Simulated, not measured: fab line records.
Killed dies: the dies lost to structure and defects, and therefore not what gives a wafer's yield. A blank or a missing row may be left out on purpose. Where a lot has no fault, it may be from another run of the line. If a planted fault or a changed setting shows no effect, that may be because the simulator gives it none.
fab line records	flow sky130
record lots=5	wafers=15	last_day=50
route steps=708 shown LI_CONTACT@375 LOCAL_INTERCONNECT@387 CONTACT@406 PAD_OPEN@708
lots with no fault: from the same line, run without faults
start_h: hours from the record's first day to the start of the lot's first wafer shown	wait_h: hours elapsed since this lot's preceding step	" repeats the value in the row above	L1.1+2: several wafers, shown together as one row	- either no value or no given start	* or withheld: withheld	< > ~ a bound
route shown NAME@n: names a module that has steps shown in the file, with the first one's number in the route	usual: average and standard deviation across the fault-free wafers	same: alike in all rows	chamber/n: place in a boat	sites: each site's reading	_std_site: the standard deviation of these	_edge_site: inner sites' mean taken away from outer sites' mean	radius_mm: for every site, how far away it sits from the centre of the wafer	mask NAME#n: copy n	behind: the last tool/chamber to shape the wafer	hold: cause of the lot's hold/its duration in hours/its outcome	device: which transistor (n, p or np) failed to switch	end of line: tests run on the same wafers once the route is complete	for a step that has no rows: nothing shown but its recipe	killed: at the first sort, the dies lost to defects and structure; wafer yield is something else	map: shows each die of a wafer: x if killed, . if not, _ if none is there
set.NAME: the setting as run; set.NAME@STEP: as run at that earlier step	model.NAME: the simulator's own value behind a step, which no gauge read
lots at selected steps of the route; one table per step, one row per wafer
services: the hour from which a tool's chamber was out of use, counted from the record's first day as start_h (under 0 if before that day), plus the number of hours and why
## steps
# step SKY_LI_CONTACT_OVL_MEAS_13
# usual LI_CONTACT_OVL=-1/4.9
lot.wafer	tool	chamber	start_h	wait_h	LI_CONTACT_OVL[nm]
L312.1	overlay-02	-	695.30	0.1	6
L312.4	"	-	"	"	2
L312.5	"	-	"	"	2
L315.2	overlay-02	-	732.61	0.1	-6
L315.3	"	-	"	"	-3
L315.5	"	-	"	"	0
L322.2	overlay-02	-	771.69	0.1	0
L322.3	"	-	"	"	-2
L322.4	"	-	"	"	2
L332.2	overlay-01	-	839.56	0.1	-2
L332.4	"	-	"	"	1
L332.5	"	-	"	"	-1
L334.2	overlay-01	-	847.81	0.1	2
L334.5	"	-	"	"	-3
L334.6	"	-	"	"	-1
# step SKY_LI_CONTACT_ETCH_14
# recipe chemistry=N2/H2	target=BARC	ion_energy_ev=200	source_w=500	bias_w=100	pressure_mtorr=30	n2_flow_sccm=100	h2_flow_sccm=200	stop_on=SiO2	time_s=45.9	target_depth_a=600
# step SKY_LI_CONTACT_ETCH_15
# recipe target=PSG	chemistry=C4F8/O2/Ar	stop_on=Si	taper_deg=4.15	mask_material=KrF-thick	source_w=1500	bias_w=1200	pressure_mtorr=40	c4f8_flow_sccm=withheld	O2_flow_sccm=6	Ar_flow_sccm=300	time_s=withheld	target_depth_a=6000
# step SKY_LI_CONTACT_STRIP_16
# recipe chemistry=O2/N2	power_w=1400	pressure_mtorr=1500	platen_temp_c=withheld	o2_flow_sccm=3000	n2_flow_sccm=300	overash_fraction=0.5
# usual drypump_motor_current_A=5.68/0.25	oes_product_au=0.376/0.0047	strip_time_to_endpoint_s=3.50/0.041
# same overash_fraction=0.5
lot.wafer	tool	chamber	start_h	wait_h	drypump_motor_current_A	oes_product_au	rf_hours_counter_h	strip_time_to_endpoint_s
L312.1	plasma_asher-02	0	695.46	-	5.42	0.376	25	3.58
L312.4	"	0	"	"	5.43	0.389	-	3.59
L312.5	"	0	"	"	5.43	0.372	-	3.44
L315.2	plasma_asher-04	0	732.76	-	5.41	0.372	106	3.54
L315.3	"	1	"	"	5.92	0.371	-	3.50
L315.5	"	1	"	"	5.91	0.371	-	3.53
L322.2	plasma_asher-02	0	771.84	-	5.39	0.370	33	3.47
L322.3	"	1	"	"	6.06	0.378	-	3.58
L322.4	"	0	"	"	5.41	0.379	-	3.53
L332.2	plasma_asher-02	1	839.72	-	6.03	0.378	40	3.39
L332.4	"	1	"	"	6.05	0.376	-	3.52
L332.5	"	0	"	"	5.41	0.374	-	3.39
L334.2	plasma_asher-02	0	847.97	-	5.41	0.372	41	3.48
L334.5	"	1	"	"	6.04	0.375	-	3.51
L334.6	"	0	"	"	5.42	0.368	-	3.47
# step SKY_LI_CONTACT_CLEAN_17
# recipe chemistry=NMP	time_s=600	temp_c=60	dry=n2_spin
# step SKY_LI_CONTACT_PRE_CLEAN_18
# recipe gas=Ar	time_s=5.6	bias_v=358
# step SKY_LI_CONTACT_SPUTTER_19
# recipe material=Ti	target_thk_nm=20	chamber_pressure_pa=5	power_w=2500	substrate_temp_c=200	time_s=106.37
# usual throttle_valve_pct=30.1/1.3
lot.wafer	tool	chamber	start_h	wait_h	throttle_valve_pct
L312.1	pvd_sputter-02	-	695.93	0.0	32.0
L312.4	"	-	"	"	30.1
L312.5	"	-	"	"	32.2
L315.2	pvd_sputter-01	-	733.06	0.0	30.3
L315.3	"	-	"	"	29.5
L315.5	"	-	"	"	29.5
L322.2	pvd_sputter-04	-	772.15	0.0	29.2
L322.3	"	-	"	"	29.7
L322.4	"	-	"	"	30.4
L332.2	pvd_sputter-01	-	840.01	0.0	29.6
L332.4	"	-	"	"	29.5
L332.5	"	-	"	"	29.5
L334.2	pvd_sputter-04	-	848.28	0.0	29.4
L334.5	"	-	"	"	29.5
L334.6	"	-	"	"	30.5
# step SKY_LI_CONTACT_SPUTTER_20
# recipe material=TiN	target_thk_nm=20	chamber_pressure_pa=5	power_w=4000	time_s=80
# usual throttle_valve_pct=30.1/1.3
lot.wafer	tool	chamber	start_h	wait_h	throttle_valve_pct
L312.1	pvd_sputter-02	-	696.01	0.0	32.1
L312.4	"	-	"	"	30.5
L312.5	"	-	"	"	32.2
L315.2	pvd_sputter-01	-	733.14	0.0	30.5
L315.3	"	-	"	"	29.4
L315.5	"	-	"	"	29.3
L322.2	pvd_sputter-04	-	772.23	0.0	29.3
L322.3	"	-	"	"	29.5
L322.4	"	-	"	"	30.8
L332.2	pvd_sputter-01	-	840.09	0.0	29.7
L332.4	"	-	"	"	29.4
L332.5	"	-	"	"	29.5
L334.2	pvd_sputter-04	-	848.36	0.0	29.6
L334.5	"	-	"	"	29.3
L334.6	"	-	"	"	30.6
# step SKY_LI_CONTACT_CVD_21
# recipe material=W	target_thk_nm=400	time_s=120.56	temp_c=400	pressure_torr=40
# usual heater_power_w=842/44
lot.wafer	tool	chamber	start_h	wait_h	heater_power_w
L312.1	cvd_w-01	0	696.07	0.0	861
L312.4	"	1	"	"	788
L312.5	"	1	"	"	767
L315.2	cvd_w-01	1	733.20	0.0	775
L315.3	"	1	"	"	774
L315.5	"	0	"	"	868
L322.2	cvd_w-02	1	772.29	0.0	848
L322.3	"	1	"	"	853
L322.4	"	0	"	"	868
L332.2	cvd_w-02	0	840.15	0.0	905
L332.4	"	1	"	"	877
L332.5	"	0	"	"	902
L334.2	cvd_w-02	1	848.42	0.0	867
L334.5	"	0	"	"	918
L334.6	"	1	"	"	873
# step SKY_LI_CONTACT_RS_MEAS_22
# recipe thk_meas_gauge=four-point-probe	reads=W_of_LI_CONTACT_CVD_21+TiN_of_LI_CONTACT_SPUTTER_20+Ti_of_LI_CONTACT_SPUTTER_19
# usual LI_CONTACT_W_RS=0.287/0.0031
lot.wafer	tool	chamber	start_h	wait_h	LI_CONTACT_W_RS[ohm/sq]
L312.1	film_metro-02	-	696.20	0.1	0.292
L312.4	"	-	"	"	0.291
L312.5	"	-	"	"	0.291
L315.2	film_metro-04	-	733.34	0.1	0.288
L315.3	"	-	"	"	0.288
L315.5	"	-	"	"	0.287
L322.2	film_metro-03	-	772.44	0.1	0.288
L322.3	"	-	"	"	0.291
L322.4	"	-	"	"	0.286
L332.2	film_metro-03	-	840.29	0.1	0.284
L332.4	"	-	"	"	0.290
L332.5	"	-	"	"	0.285
L334.2	film_metro-04	-	848.56	0.1	0.289
L334.5	"	-	"	"	0.287
L334.6	"	-	"	"	0.288
# step SKY_LI_CONTACT_THK_MEAS_23
# recipe thk_meas_gauge=xrf	reads=W_of_LI_CONTACT_CVD_21
# usual LI_CONTACT_W_THK=406/5.9
lot.wafer	tool	chamber	start_h	wait_h	LI_CONTACT_W_THK[nm]
L312.1	film_metro-02	-	696.32	0.1	402
L312.4	"	-	"	"	405
L312.5	"	-	"	"	401
L315.2	film_metro-04	-	733.45	0.1	407
L315.3	"	-	"	"	403
L315.5	"	-	"	"	404
L322.2	film_metro-03	-	772.55	0.1	404
L322.3	"	-	"	"	395
L322.4	"	-	"	"	403
L332.2	film_metro-03	-	840.40	0.1	404
L332.4	"	-	"	"	396
L332.5	"	-	"	"	408
L334.2	film_metro-04	-	848.67	0.1	404
L334.5	"	-	"	"	407
L334.6	"	-	"	"	404
# step SKY_LI_CONTACT_CMP_24
# recipe stop_on=PSG	t_overpolish_s=20	down_force_psi=3.5	platen_rpm=60	target_thk_nm=0	pad_velocity_m_s=0.94248
# step SKY_LOCAL_INTERCONNECT_SPUTTER_00
# recipe material=TiN	target_thk_nm=100	temp_c=300	power_w=6500	time_s=83.3	chamber_pressure_pa=0.4
# usual throttle_valve_pct=29.6/0.84
lot.wafer	tool	chamber	start_h	wait_h	throttle_valve_pct
L312.1	pvd_sputter-03	-	696.68	0.2	28.1
L312.4	"	-	"	"	30.2
L312.5	"	-	"	"	30.6
L315.2	pvd_sputter-01	-	733.80	0.1	29.9
L315.3	"	-	"	"	29.8
L315.5	"	-	"	"	29.8
L322.2	pvd_sputter-03	-	772.90	0.1	30.2
L322.3	"	-	"	"	28.3
L322.4	"	-	"	"	29.2
L332.2	pvd_sputter-03	-	840.75	0.2	30.3
L332.4	"	-	"	"	28.2
L332.5	"	-	"	"	28.1
L334.2	pvd_sputter-03	-	849.02	0.1	28.2
L334.5	"	-	"	"	29.1
L334.6	"	-	"	"	30.4
# step SKY_LOCAL_INTERCONNECT_RS_MEAS_01
# recipe thk_meas_gauge=four-point-probe	reads=TiN_of_LOCAL_INTERCONNECT_SPUTTER_00
# usual LOCAL_INTERCONNECT_TIN_RS=14.06/0.21
lot.wafer	tool	chamber	start_h	wait_h	LOCAL_INTERCONNECT_TIN_RS[ohm/sq]
L312.1	film_metro-01	-	696.74	0.0	13.99
L312.4	"	-	"	"	14.14
L312.5	"	-	"	"	14.16
L315.2	film_metro-02	-	733.88	0.1	14.27
L315.3	"	-	"	"	13.99
L315.5	"	-	"	"	14.21
L322.2	film_metro-04	-	772.98	0.1	13.96
L322.3	"	-	"	"	13.82
L322.4	"	-	"	"	14.07
L332.2	film_metro-04	-	840.84	0.1	13.94
L332.4	"	-	"	"	13.99
L332.5	"	-	"	"	13.99
L334.2	film_metro-04	-	849.11	0.1	14.09
L334.5	"	-	"	"	14.20
L334.6	"	-	"	"	13.98
# step SKY_LOCAL_INTERCONNECT_THK_MEAS_02
# recipe thk_meas_gauge=xrf	reads=TiN_of_LOCAL_INTERCONNECT_SPUTTER_00
# usual LOCAL_INTERCONNECT_TIN_THK=100.8/1.5
lot.wafer	tool	chamber	start_h	wait_h	LOCAL_INTERCONNECT_TIN_THK[nm]
L312.1	film_metro-01	-	696.86	0.1	101.0
L312.4	"	-	"	"	99.9
L312.5	"	-	"	"	99.4
L315.2	film_metro-02	-	733.99	0.1	99.2
L315.3	"	-	"	"	101.7
L315.5	"	-	"	"	99.7
L322.2	film_metro-04	-	773.09	0.1	101.9
L322.3	"	-	"	"	102.2
L322.4	"	-	"	"	101.2
L332.2	film_metro-04	-	840.95	0.1	101.7
L332.4	"	-	"	"	101.6
L332.5	"	-	"	"	101.5
L334.2	film_metro-04	-	849.22	0.1	100.9
L334.5	"	-	"	"	100.2
L334.6	"	-	"	"	101.6
# step SKY_LOCAL_INTERCONNECT_DEHYDRATE_03
# recipe temp_c=200	time_s=60
# step SKY_LOCAL_INTERCONNECT_HMDS_04
# recipe prime_time_s=60	prime_temp_c=120
# step SKY_LOCAL_INTERCONNECT_COAT_05
# recipe resist=BARC	temp_c=withheld	time_s=withheld	spin_rpm=3000	resist_thk_nm=60
# step SKY_LOCAL_INTERCONNECT_COAT_06
# recipe resist=KrF-thick	spin_rpm=3000	resist_thk_nm=450
# step SKY_LOCAL_INTERCONNECT_SOFTBAKE_07
# recipe temp_c=100	time_s=90	resist=KrF-thick
# step SKY_LOCAL_INTERCONNECT_EXPOSE_08
# recipe mask_id=LI1M	na=0.8	source_shape=annular	sigma_inner=0.55	sigma_outer=0.85	target_cd_nm=170	dose_mj=28
# step SKY_LOCAL_INTERCONNECT_PEB_09
# recipe peb_temp_c=withheld	peb_time_s=withheld	resist=KrF-thick
# step SKY_LOCAL_INTERCONNECT_DEVELOP_10
# recipe develop_time_s=60	resist=KrF-thick	dev_temp_c=21
# step SKY_LOCAL_INTERCONNECT_CD_MEAS_11
# recipe target_cd_nm=170
# usual cd_nm=169.3/1.7
lot.wafer	tool	chamber	start_h	wait_h	cd_nm
L312.1	cd_sem-02	-	724.37	-	171.2
L312.4	"	-	"	"	170.7
L312.5	"	-	"	"	169.6
L315.2	cd_sem-01	-	760.90	-	169.8
L315.3	"	-	"	"	170.0
L315.5	"	-	"	"	169.6
L322.2	cd_sem-01	-	799.70	-	169.3
L322.3	"	-	"	"	167.5
L322.4	"	-	"	"	168.0
L332.2	cd_sem-02	-	865.91	-	168.4
L332.4	"	-	"	"	168.3
L332.5	"	-	"	"	167.0
L334.2	cd_sem-02	-	874.94	-	170.0
L334.5	"	-	"	"	169.0
L334.6	"	-	"	"	170.3
# step SKY_LOCAL_INTERCONNECT_OVL_MEAS_12
# usual LOCAL_INTERCONNECT_OVL=4/5.3
lot.wafer	tool	chamber	start_h	wait_h	LOCAL_INTERCONNECT_OVL[nm]
L312.1	overlay-02	-	724.49	0.1	13
L312.4	"	-	"	"	10
L312.5	"	-	"	"	11
L315.2	overlay-02	-	761.01	0.1	0
L315.3	"	-	"	"	8
L315.5	"	-	"	"	3
L322.2	overlay-02	-	799.81	0.1	-2
L322.3	"	-	"	"	2
L322.4	"	-	"	"	0
L332.2	overlay-02	-	866.01	0.1	1
L332.4	"	-	"	"	4
L332.5	"	-	"	"	10
L334.2	overlay-01	-	875.04	0.1	5
L334.5	"	-	"	"	7
L334.6	"	-	"	"	3
# step SKY_LOCAL_INTERCONNECT_ETCH_13
# recipe chemistry=N2/H2	target=BARC	ion_energy_ev=200	bias_w=100	pressure_mtorr=30	n2_flow_sccm=100	h2_flow_sccm=200	icp_w=500	stop_on=SiO2	time_s=45.9	target_depth_a=600
# step SKY_LOCAL_INTERCONNECT_METAL_ETCH_14
# recipe target_depth_nm=110	stop_on=PSG	chemistry=Cl2/BCl3	target=TiN	resist_sidewall_deg=88	pressure_mtorr=10	icp_w=900	bias_w=48.5	Cl2_flow_sccm=60	bcl3_flow_sccm=30	time_s=31.4
# step SKY_LOCAL_INTERCONNECT_STRIP_15
# recipe chemistry=O2/N2	power_w=1400	pressure_mtorr=1500	platen_temp_c=withheld	o2_flow_sccm=3000	n2_flow_sccm=300	overash_fraction=0.5
# step SKY_LOCAL_INTERCONNECT_STRIP_16
# recipe chemistry=post_etch_residue_remover	time_s=1200	temp_c=72.5
# step SKY_LOCAL_INTERCONNECT_CLEAN_17
# recipe chemistry=IPA	time_s=180	temp_c=25
# step SKY_LOCAL_INTERCONNECT_CLEAN_18
# recipe chemistry=O3/DIW	dry=n2_spin
# step SKY_CONTACT_CVD_00
# recipe material=Si3N4	target_thk_nm=75	temp_c=400	time_s=withheld	rf_w=450
# step SKY_CONTACT_THK_MEAS_01
# recipe reads=Si3N4_of_CONTACT_CVD_00
# usual CONTACT_CVD_00_THK=75.2/1.1
lot.wafer	tool	chamber	start_h	wait_h	CONTACT_CVD_00_THK[nm]
L312.1	film_metro-03	-	725.27	-	72.4
L312.4	"	-	"	"	73.8
L312.5	"	-	"	"	74.1
L315.2	film_metro-01	-	761.79	-	75.0
L315.3	"	-	"	"	75.1
L315.5	"	-	"	"	77.0
L322.2	film_metro-03	-	800.67	-	75.9
L322.3	"	-	"	"	75.5
L322.4	"	-	"	"	77.3
L332.2	film_metro-03	-	866.79	-	76.8
L332.4	"	-	"	"	77.5
L332.5	"	-	"	"	77.4
L334.2	film_metro-01	-	875.82	-	74.8
L334.5	"	-	"	"	75.2
L334.6	"	-	"	"	76.1
# step SKY_CONTACT_HDPCVD_02
# recipe material=SiO2	target_thk_nm=565	sigma_open_frac=0.3	time_s=94.2	temp_c=600	sih4_flow_sccm=60	pressure_mtorr=6
# step SKY_CONTACT_THK_MEAS_03
# recipe reads=SiO2_of_CONTACT_HDPCVD_02
# usual CONTACT_HDPCVD_THK=567/6.5
lot.wafer	tool	chamber	start_h	wait_h	CONTACT_HDPCVD_THK[nm]
L312.1	film_metro-01	-	725.43	0.1	573
L312.4	"	-	"	"	572
L312.5	"	-	"	"	573
L315.2	film_metro-01	-	761.92	0.0	566
L315.3	"	-	"	"	556
L315.5	"	-	"	"	557
L322.2	film_metro-02	-	800.80	0.0	560
L322.3	"	-	"	"	567
L322.4	"	-	"	"	571
L332.2	film_metro-01	-	866.92	0.0	567
L332.4	"	-	"	"	571
L332.5	"	-	"	"	574
L334.2	film_metro-03	-	875.95	0.0	568
L334.5	"	-	"	"	565
L334.6	"	-	"	"	586
# step SKY_CONTACT_CMP_04
# recipe material=SiO2	down_force_psi=4	platen_rpm=60	pad_velocity_m_s=0.94248
# usual motor_current_A=11.7/1.2	time_to_endpoint_s=85/5.6
lot.wafer	tool	chamber	start_h	wait_h	motor_current_A	time_to_endpoint_s
L312.4	cmp-01	1	725.54	0.1	11.4	97
L312.1	"	2	"	"	10.8	92
L312.5	"	1	"	"	11.6	93
L315.3	cmp-01	0	762.26	0.3	10.6	75
L315.2	"	2	"	"	10.8	79
L315.5	"	3	"	"	11.7	72
L322.3	cmp-01	1	800.85	0.0	11.7	87
L322.4	"	2	"	"	11.3	85
L322.2	"	3	"	"	11.4	76
L332.4	cmp-01	1	866.97	0.0	11.0	95
L332.2	"	3	"	"	12.0	85
L332.5	"	2	"	"	11.2	93
L334.2	cmp-02	1	876.00	0.0	11.6	79
L334.5	"	1	"	"	12.2	78
L334.6	"	2	"	"	13.6	90
# step SKY_CONTACT_BOW_MEAS_05
# recipe mode=bow
# usual CONTACT_BOW=85/6.6
lot.wafer	tool	chamber	start_h	wait_h	CONTACT_BOW[um]
L312.1	film_metro-02	-	725.79	0.1	85
L312.4	"	-	"	"	87
L312.5	"	-	"	"	95
L315.2	film_metro-03	-	762.53	0.1	92
L315.3	"	-	"	"	90
L315.5	"	-	"	"	85
L322.2	film_metro-02	-	801.17	0.2	79
L322.3	"	-	"	"	84
L322.4	"	-	"	"	88
L332.2	film_metro-02	-	867.29	0.2	89
L332.4	"	-	"	"	86
L332.5	"	-	"	"	80
L334.2	film_metro-01	-	876.32	0.3	88
L334.5	"	-	"	"	75
L334.6	"	-	"	"	94
# step SKY_CONTACT_DEHYDRATE_06
# recipe temp_c=200	time_s=60
# step SKY_CONTACT_HMDS_07
# recipe prime_time_s=60	prime_temp_c=120
# step SKY_CONTACT_COAT_08
# recipe resist=BARC	temp_c=withheld	time_s=withheld	spin_rpm=3000	resist_thk_nm=60
# step SKY_CONTACT_COAT_09
# recipe resist=KrF-thick	spin_rpm=3000	resist_thk_nm=450
# step SKY_CONTACT_SOFTBAKE_10
# recipe temp_c=100	time_s=90	resist=KrF-thick
# step SKY_PAD_OPEN_PROBE_99
# usual killed_at_M0_to_M3=43/6.1	killed_at_M4_up=3.5/2	killed_at_contacts=25/5.1	killed_at_front_end=14/4.2	killed_at_other=0.3/0.55	killed_dies=86/8.3	killed_open=46/7.2	killed_short=39/6
# same gross_dies=492	killed_at_back_side=0
lot.wafer	tool	chamber	start_h	wait_h	hold	killed_at_M0_to_M3	killed_at_M4_up	killed_at_contacts	killed_at_front_end	killed_at_other	killed_dies	killed_open	killed_short
L312.1	prober-02	-	1087.40	0.1	-	35	4	33	16	0	88	45	43
L312.4	prober-02	-	1087.55	0.2	-	46	6	16	18	0	86	38	48
L312.5	prober-02	-	1087.60	0.2	-	38	4	27	10	1	80	34	44
L315.2	prober-02	-	1112.98	0.1	-	45	6	23	13	0	87	40	47
L315.3	prober-02	-	1113.03	0.2	-	39	5	17	12	0	73	38	35
L315.5	prober-02	-	1113.13	0.2	-	45	2	26	8	0	81	39	42
L322.2	prober-01	-	1145.90	0.1	await_dispo/0.8h/release	40	2	82	12	0	136	44	29
L322.3	prober-01	-	1145.95	0.2	await_dispo/0.8h/release	58	2	24	14	0	98	55	42
L322.4	prober-01	-	1146.00	0.2	await_dispo/0.8h/release	45	7	24	15	0	91	53	37
L332.2	prober-02	-	1190.43	0.1	-	36	0	24	12	0	72	47	25
L332.4	prober-02	-	1190.53	0.2	-	52	2	26	11	0	91	60	30
L332.5	prober-02	-	1190.58	0.2	-	54	3	17	12	1	87	57	30
L334.2	prober-02	-	1195.10	0.1	-	49	2	20	17	0	88	52	36
L334.5	prober-02	-	1195.25	0.2	-	43	2	24	20	3	92	51	41
L334.6	prober-02	-	1195.30	0.2	-	47	2	23	20	0	92	54	38
# killed by level:class
L312.1 CONTACT:geometric_particle:open=14 LI_CONTACT:geometric_particle:open=5 VIA2:geometric_particle:open=5 CONTACT:geometric_particle:short=5 METAL1:geometric_particle:short=5 POLY_GATE:geometric_particle:short=4 POLY_GATE:geometric_particle:open=4 LI_CONTACT:geometric_particle:short=4
L312.4 FIELD_ISO:geometric_particle:short=10 VIA1:geometric_particle:open=9 METAL2:geometric_particle:short=8 VIA2:geometric_particle:open=8 CONTACT:geometric_particle:open=7 METAL1:geometric_particle:short=5 VIA1:geometric_particle:short=5 METAL4:geometric_particle:short=5
L312.5 CONTACT:geometric_particle:open=9 VIA1:geometric_particle:open=8 METAL1:geometric_particle:short=6 LI_CONTACT:geometric_particle:open=6 CONTACT:geometric_particle:short=6 METAL2:geometric_particle:short=5 METAL3:geometric_particle:short=5 VIA1:geometric_particle:short=5
L315.2 VIA1:geometric_particle:open=11 CONTACT:geometric_particle:open=10 VIA2:geometric_particle:short=6 METAL2:geometric_particle:short=6 CONTACT:geometric_particle:short=5 VIA1:geometric_particle:short=5 METAL4:geometric_particle:short=5 VIA2:geometric_particle:open=5
L315.3 VIA1:geometric_particle:open=10 VIA3:geometric_particle:open=9 VIA1:geometric_particle:short=7 POLY_GATE:geometric_particle:short=5 LI_CONTACT:geometric_particle:open=5 CONTACT:geometric_particle:short=4 METAL4:geometric_particle:short=4 VIA2:geometric_particle:short=3
L315.5 VIA1:geometric_particle:open=9 METAL1:geometric_particle:short=8 VIA3:geometric_particle:open=7 CONTACT:geometric_particle:open=7 CONTACT:geometric_particle:short=6 LI_CONTACT:geometric_particle:open=5 VIA3:geometric_particle:short=5 FIELD_ISO:geometric_particle:open=4
L322.2 LOCAL_INTERCONNECT:unspecified=63 CONTACT:geometric_particle:open=11 VIA2:geometric_particle:open=9 METAL1:geometric_particle:short=8 METAL2:geometric_particle:short=7 VIA1:geometric_particle:open=6 POLY_GATE:geometric_particle:open=5 VIA3:geometric_particle:open=4
L322.3 VIA1:geometric_particle:open=15 CONTACT:geometric_particle:open=9 VIA2:geometric_particle:open=8 LI_CONTACT:geometric_particle:open=7 METAL2:geometric_particle:short=7 METAL1:geometric_particle:short=5 METAL1:geometric_particle:open=5 POLY_GATE:geometric_particle:short=4
L322.4 VIA1:geometric_particle:open=17 CONTACT:geometric_particle:open=11 METAL1:geometric_particle:short=7 LI_CONTACT:geometric_particle:open=6 VIA3:geometric_particle:open=6 METAL4:geometric_particle:short=5 FIELD_ISO:geometric_particle:open=4 SPACER:geometric_particle:short=4
L332.2 VIA1:geometric_particle:open=13 CONTACT:geometric_particle:open=12 FIELD_ISO:geometric_particle:open=7 VIA1:geometric_particle:short=7 CONTACT:geometric_particle:short=4 METAL1:geometric_particle:short=4 VIA3:geometric_particle:open=4 LI_CONTACT:geometric_particle:open=3
L332.4 VIA1:geometric_particle:open=16 CONTACT:geometric_particle:open=11 VIA2:geometric_particle:open=11 METAL2:geometric_particle:short=8 LI_CONTACT:geometric_particle:open=7 VIA3:geometric_particle:open=6 LOCAL_INTERCONNECT:geometric_particle:short=5 METAL3:geometric_particle:short=4
L332.5 VIA1:geometric_particle:open=16 VIA2:geometric_particle:open=8 CONTACT:geometric_particle:open=8 VIA3:geometric_particle:open=7 VIA1:geometric_particle:short=5 FIELD_ISO:geometric_particle:open=4 POLY_GATE:geometric_particle:open=4 METAL2:geometric_particle:short=4
L334.2 VIA1:geometric_particle:open=12 VIA2:geometric_particle:open=12 VIA3:geometric_particle:open=9 POLY_GATE:geometric_particle:short=6 CONTACT:geometric_particle:short=6 METAL1:geometric_particle:short=6 METAL2:geometric_particle:short=6 CONTACT:geometric_particle:open=5
L334.5 VIA3:geometric_particle:open=12 CONTACT:geometric_particle:open=12 VIA1:geometric_particle:open=10 METAL1:geometric_particle:short=8 POLY_GATE:geometric_particle:short=6 POLY_GATE:geometric_particle:open=6 LI_CONTACT:geometric_particle:open=4 CONTACT:geometric_particle:short=4
L334.6 LI_CONTACT:geometric_particle:open=12 VIA1:geometric_particle:open=12 VIA2:geometric_particle:open=8 CONTACT:geometric_particle:open=7 VIA1:geometric_particle:short=7 METAL1:geometric_particle:short=6 FIELD_ISO:geometric_particle:short=5 POLY_GATE:geometric_particle:open=5
# map L322.2 (x killed, . not)
__________.........x_________
________x.x..x...x...._______
______.................._____
_____......x...x.......x.____
____...x......x.....x.....___
___.....x....xx....x...x...__
__xx.xxx.x...x...x...x.x...._
_x..xxxxxx.....xx.......xx...
_.xxxxxxx.x.................x
_.xxxxxxxxx.....xx.....x....x
_xxxxxxxxxxx..........x.x....
_xxxxxxxxxxx..xx.....xx......
_xxxxxxxxx.x..x....x..x......
_xx..xxxx..x.xxxx....x..x....
_.x.xxx.x........x..x.......x
__..x...x..................._
___.....x.x.....x....x.....__
____.....x................___
_____x...x.............x.____
______.x................_____
________....x.......x._______
__________...xx....._________
# map L332.4 (x killed, . not)
__________.......x.._________
________...x...x..x..._______
______......x.x........x_____
_____.x....xxx.x.........____
____...x..x.xx............___
___......x..........x......__
__....x......x..x........x.._
_..xx........xx..x.x.........
_..x..x.....x...x..x.........
_...x.x....x.......x..x......
_xx..x......x...x.....x......
_....x................x......
_..x.........x........x......
_.............x..xx..x...x.xx
_.......x..xx................
__..xx....xx...x..xxx..x.xx._
___........x............x..__
____....xx...xx.......x.x.___
_____...x.x.........x...x____
______.x...x.x.........x_____
________.........x.x.._______
__________..x.x..x.._________
## services
tool	chamber	start_h	hours	kind
cmp-02	-	684.24	2.3	repair
cmp-02	-	689.27	0.3	repair
cmp-02	-	700.00	2.6	repair
cvd_w-01	-	709.46	2.8	pm
cmp-02	-	712.64	2.3	repair
plasma_asher-04	-	733.75	9.0	pm
pvd_sputter-04	-	740.27	6.1	repair
cmp-02	-	741.82	1.8	repair
cvd_w-02	-	743.51	6.0	pm
cmp-01	-	744.25	4.0	pm
cmp-01	-	748.25	4.5	pm
cvd_w-02	1	752.00	4.6	repair
cmp-02	-	758.89	4.4	pm
cmp-01	-	763.07	1.6	repair
plasma_asher-04	-	795.17	9.1	repair
pvd_sputter-02	-	796.10	2.3	repair
cmp-02	-	797.44	2.2	repair
cmp-02	-	800.26	9.4	pm
pvd_sputter-01	-	802.79	0.7	repair
cmp-01	-	837.65	4.2	repair
pvd_sputter-01	1	843.57	-	consumable_replace:kit
plasma_asher-02	-	850.81	1.6	repair
cmp-02	-	860.20	5.3	repair
pvd_sputter-03	-	865.21	0.6	repair
## key
first_sign step=SKY_PAD_OPEN_PROBE_99	reading=killed_at_contacts	direction=up	sigmas=11	usual=25	struck=82
effect step=SKY_PAD_OPEN_PROBE_99	reading=killed_dies	direction=up	sigmas=6	usual=86	struck=136
met_at SKY_LOCAL_INTERCONNECT_SPUTTER_00
struck_wafers L322.2
tester_left_out L322
onset_between 696.68 772.90
fault kind=chamber_particle_source	tool=pvd_sputter-03	chamber=-	onset_h=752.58	steps=SKY_LOCAL_INTERCONNECT_SPUTTER_00	rate_per_visit_cm2=1.7207	end_h=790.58	scope=struck_wafers_only
# tester_left_out: of these lots the tester's yield and bins aren't shown, on N5 and GAA mostly nor the transistor test; their killed dies are dies lost to structure and defects alone, not to doping, threshold or leakage, so they don't give the yield
